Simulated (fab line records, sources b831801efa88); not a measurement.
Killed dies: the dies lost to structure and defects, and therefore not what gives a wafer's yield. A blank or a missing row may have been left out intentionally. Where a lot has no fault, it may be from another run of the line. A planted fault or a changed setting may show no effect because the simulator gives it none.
Which of the tools did it? | flow sky130 | 14 lots, 42 wafers sampled, at 3 steps of a route of 708

## WHAT THE GAUGES SHOWED, per wafer
SKY_NWELL_TW_MEAS_26. Usual: NWELL_2_TW gives 493 (standard deviation 4.1).
lot  | measured     | on           | NWELL_2_TW  | flag
L830 | day 5 16:00  | filmMetro-02 | 496 497 498 | 
L832 | day 6 06:18  | filmMetro-03 | 488 488 489 | 
L833 | day 6 10:41  | filmMetro-02 | 492 492 492 | 
L834 | day 6 15:58  | filmMetro-01 | 487 491 490 | 
L835 | day 6 18:37  | filmMetro-02 | 493 495 493 | 
L836 | day 7 02:59  | filmMetro-01 | 493 495 492 | 
L837 | day 7 10:20  | filmMetro-02 | 495 495 497 | 
L838 | day 7 13:53  | filmMetro-03 | 494 494 494 | 
L839 | day 7 20:59  | filmMetro-03 | 30 30 30    | OFF
L840 | day 8 05:02  | filmMetro-02 | 30 30 30    | OFF
L848 | day 10 08:29 | filmMetro-03 | 486 489 486 | 
L849 | day 10 14:17 | filmMetro-03 | 487 489 487 | 
L851 | day 10 22:40 | filmMetro-03 | 485 487 489 | 
L852 | day 11 06:16 | filmMetro-01 | 494 494 495 | 

## WHICH TOOL RAN EACH LOT (tool, then ch and the chambers of the sampled wafers, then the start)
lot  | SKY_NWELL_STRIP_14                  | SKY_NWELL_STRIP_25
L830 | plasmaAsher-04 ch 0,1, day 4 21:46  | plasmaAsher-04 ch 0,1, day 5 15:53
L832 | plasmaAsher-02 ch 0,1, day 5 12:05  | plasmaAsher-01 ch 0,1, day 6 06:11
L833 | plasmaAsher-01 ch 0,1, day 5 16:32  | plasmaAsher-01 ch 0,1, day 6 10:35
L834 | plasmaAsher-04 ch 0,1, day 5 20:28  | plasmaAsher-04 ch 0,1, day 6 15:52
L835 | plasmaAsher-01 ch 0,1, day 5 23:19  | plasmaAsher-01 ch 0,1, day 6 18:31
L836 | plasmaAsher-01 ch 0,1, day 6 07:08  | plasmaAsher-02 ch 0,1, day 7 02:53
L837 | plasmaAsher-01 ch 1, day 6 14:20    | plasmaAsher-04 ch 0,1, day 7 10:14
L838 | plasmaAsher-02 ch 0,1, day 6 18:04  | plasmaAsher-01 ch 1, day 7 13:47
L839 | plasmaAsher-01 ch 0,1, day 7 01:08  | plasmaAsher-02 ch 0,1, day 7 20:53
L840 | plasmaAsher-02 ch 0,1, day 7 08:46  | plasmaAsher-02 ch 1, day 8 04:56
L848 | plasmaAsher-02 ch 0,1, day 9 09:56  | plasmaAsher-01 ch 0,1, day 10 08:23
L849 | plasmaAsher-02 ch 0,1, day 9 15:43  | plasmaAsher-01 ch 0,1, day 10 14:11
L851 | plasmaAsher-04 ch 0,1, day 9 23:14  | plasmaAsher-04 ch 0,1, day 10 22:34
L852 | plasmaAsher-01 ch 0,1, day 10 07:22 | plasmaAsher-02 ch 0,1, day 11 06:10
- SKY_NWELL_STRIP_14: strips in O2/N2.
- SKY_NWELL_STRIP_25: strips in O2/N2.

## AS READ BY THE TOOLS THEMSELVES (means over the sampled wafers that have a number; for cases with no such wafer, the mark the record gives instead)
SKY_NWELL_STRIP_14. Usual: chamberPressureMTorr 1500.0 mTorr, standard deviation 1.4; drypumpMotorCurrentA 5.7 A, standard deviation 0.37; oesProductAu 0.723 a.u., standard deviation 0.0043; stripTimeToEndpointS 36.90 s, standard deviation 0.11.
lot  | tool           | chamberPressureMTorr (mTorr) | drypumpMotorCurrentA (A) | oesProductAu (a.u.) | stripTimeToEndpointS (s) | flag
L830 | plasmaAsher-04 | 1499.0                       | 6.2                      | 0.723               | 36.88                    | 
L832 | plasmaAsher-02 | 1501.0                       | 5.6                      | 0.725               | 36.96                    | 
L833 | plasmaAsher-01 | 1499.5                       | 5.4                      | 0.721               | 36.73                    | 
L834 | plasmaAsher-04 | 1500.1                       | 6.3                      | 0.721               | 36.98                    | 
L835 | plasmaAsher-01 | 1498.9                       | 5.4                      | 0.729               | 36.83                    | 
L836 | plasmaAsher-01 | 1500.6                       | 5.4                      | 0.721               | 37.01                    | 
L837 | plasmaAsher-01 | 1500.1                       | 5.4                      | 0.719               | 36.88                    | 
L838 | plasmaAsher-02 | 1501.3                       | 5.6                      | 0.723               | 36.90                    | 
L839 | plasmaAsher-01 | -                            | -                        | -                   | -                        | OFF
L840 | plasmaAsher-02 | -                            | -                        | -                   | -                        | OFF
L848 | plasmaAsher-02 | 1499.9                       | 5.6                      | 0.727               | 37.03                    | 
L849 | plasmaAsher-02 | 1499.1                       | 5.6                      | 0.724               | 37.05                    | 
L851 | plasmaAsher-04 | 1500.4                       | 6.2                      | 0.725               | 36.96                    | 
L852 | plasmaAsher-01 | 1498.7                       | 5.3                      | 0.719               | 36.94                    | 

SKY_NWELL_STRIP_25. Usual: chamberPressureMTorr 1500.1 mTorr, standard deviation 1.3; drypumpMotorCurrentA 5.7 A, standard deviation 0.41; oesProductAu 0.722 a.u., standard deviation 0.0041; stripTimeToEndpointS 36.93 s, standard deviation 0.096.
lot  | tool           | chamberPressureMTorr (mTorr) | drypumpMotorCurrentA (A) | oesProductAu (a.u.) | stripTimeToEndpointS (s) | flag
L830 | plasmaAsher-04 | 1499.3                       | 6.3                      | 0.720               | 36.86                    | 
L832 | plasmaAsher-01 | 1500.8                       | 5.4                      | 0.726               | 36.91                    | 
L833 | plasmaAsher-01 | 1500.0                       | 5.3                      | 0.724               | 36.90                    | 
L834 | plasmaAsher-04 | 1500.0                       | 6.3                      | 0.719               | 37.12                    | 
L835 | plasmaAsher-01 | 1499.5                       | 5.3                      | 0.723               | 36.90                    | 
L836 | plasmaAsher-02 | 1499.4                       | 5.6                      | 0.721               | 36.98                    | 
L837 | plasmaAsher-04 | 1500.6                       | 6.3                      | 0.720               | 36.96                    | 
L838 | plasmaAsher-01 | 1502.0                       | 5.5                      | 0.723               | 36.92                    | 
L839 | plasmaAsher-02 | 1500.0                       | 5.6                      | 0.739               | 81.05                    | OFF
L840 | plasmaAsher-02 | 1500.5                       | 5.6                      | 0.735               | 80.94                    | OFF
L848 | plasmaAsher-01 | 1499.4                       | 5.4                      | 0.722               | 36.91                    | 
L849 | plasmaAsher-01 | 1501.0                       | 5.4                      | 0.724               | 36.85                    | 
L851 | plasmaAsher-04 | 1499.6                       | 6.3                      | 0.723               | 36.86                    | 
L852 | plasmaAsher-02 | 1500.3                       | 5.6                      | 0.719               | 37.11                    | 

## THE ANSWER, worked out from the rows above alone
Rule: take the mean of a lot's wafers that have a number; if it is more than 3 standard deviations from the usual mean, the lot is off. A lot without any number at a reading at which 4 lots or more have one is off too. Any other lot the step has rows for is counted as sound. The gauges are gone through in route order, then the tools' own readings, and for those a lot's mean is taken as printed above. At the first step where some lot is off, the reading lying furthest off is the one used; lots without a number count as furthest.
Off: L839, L840, at SKY_NWELL_TW_MEAS_26 (NWELL_2_TW).
A tool fits if, at a process step before that reading, it ran every lot that is off, and no sound lot after the first of them. Not tried: the gauges at SKY_NWELL_TW_MEAS_26; whatever is off there is also off at SKY_NWELL_STRIP_14, on other tools, and gauge error can't account for it. None of those tried fits.

## WHAT WAS PUT IN BY THE SIMULATOR
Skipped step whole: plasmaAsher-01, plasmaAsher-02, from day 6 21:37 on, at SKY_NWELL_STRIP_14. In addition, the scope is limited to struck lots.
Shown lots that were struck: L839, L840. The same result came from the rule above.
